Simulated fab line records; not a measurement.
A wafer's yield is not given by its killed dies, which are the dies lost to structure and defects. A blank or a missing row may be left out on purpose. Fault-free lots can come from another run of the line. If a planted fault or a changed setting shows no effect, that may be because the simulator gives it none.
2 desks, one fault ; flow sky130 ; each desk holds nothing but its own numbers, with what lay behind them at the end

## FOR THE TOOL OWNER'S DESK: implanter-04
The tool's own readings at SKY_VT_ADJUST_HVTR_IMPLANT_09, given as means over the sampled wafers that have a number, one for each lot that went through this tool. If a lot's mean is further than 4 standard deviations from the usual mean, the lot is out of limits and carries the mark OUT (the distance appears in the brackets).
Columns: A = beamOnS at SKY_VT_ADJUST_HVTR_IMPLANT_09, usual 10.03 s; B = faradayCurrentUA at SKY_VT_ADJUST_HVTR_IMPLANT_09, usual 11.81
lot;first seen here;A;B
L538;day 10 11:12;10.03;11.81
L539;day 10 20:12;9.82;12.05
L543;day 11 23:21;9.99;11.88
L544;day 12 05:12;8.40 (-7.4) OUT;14.08 (+8.7) OUT
L550;day 14 01:47;8.03 (-9.1) OUT;14.72 (+11) OUT
L557;day 16 06:18;9.98;11.89
Finding of this desk: L544, L550 out of limits; the first was L544 at day 12 05:12, on beamOnS at SKY_VT_ADJUST_HVTR_IMPLANT_09. Within limits: L538, L539, L543, L557.

## AT THE METROLOGY DESK
What the gauges read, lot by lot, whatever tool the lot ran on: means of the sampled wafers that have a number. If a lot's mean is further than 4 standard deviations from the usual mean, the lot is out of limits and carries the mark OUT (the distance appears in the brackets).
Columns: A = VT_ADJUST_HVTP_OVL at SKY_VT_ADJUST_HVTP_OVL_MEAS_08, usual 0.0 nm; B = cdNm at SKY_VT_ADJUST_HVTR_CD_MEAS_07, usual 380 nm; C = VT_ADJUST_HVTR_TW at SKY_VT_ADJUST_HVTR_TW_MEAS_11, usual 210.9; D = SONOS_TUNNEL_OVL at SKY_SONOS_TUNNEL_OVL_MEAS_08, usual 0.0 nm
lot;first seen here;A;B;C;D
L536;day 6 07:35;0.3;384;210.5;-0.5
L537;day 6 15:08;1.0;383;210.9;-0.8
L538;day 7 00:39;-0.2;379;212.1;-1.4
L539;day 7 07:22;0.0;380;211.0;-0.2
L540;day 7 12:12;-1.9;379;208.9;1.4
L541;day 7 16:19;-0.6;376;209.5;0.5
L543;day 8 08:21;0.8;387;210.6;0.2
L544;day 8 11:29;1.0;379;198.6 (-12) OUT;-0.7
L550;day 9 23:21;-2.8;380;198.5 (-12) OUT;0.0
L554;day 11 02:27;0.8;379;211.7;-0.4
L556;day 11 13:16;0.9;380;210.2;0.0
L557;day 11 20:11;-0.3;374;209.1;0.6
L558;day 12 01:53;2.4;381;211.9;-0.5
This desk finds L544, L550 out of limits, with the earliest case on L544 at day 12 05:27 (VT_ADJUST_HVTR_TW at SKY_VT_ADJUST_HVTR_TW_MEAS_11). Within limits: L536, L537, L538, L539, L540, L541, L543, L554, L556, L557, L558.

## BROUGHT TOGETHER
The tool owner's desk could have raised an alarm at day 12 05:12, on L544, L550.
Metrology desk: alarm possible at day 12 05:27 on L544, L550.
All the named lots went through SKY_VT_ADJUST_HVTR_IMPLANT_09 on implanter-04.

## WHAT WAS PUT IN BY THE SIMULATOR
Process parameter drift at SKY_VT_ADJUST_HVTR_IMPLANT_09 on implanter-04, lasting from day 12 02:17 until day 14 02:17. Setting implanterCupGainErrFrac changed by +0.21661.
Shown lots that were struck: L544, L550.
Fault start to first reading out of limits, in hours, per desk: tool owner, 3; metrology, 3.
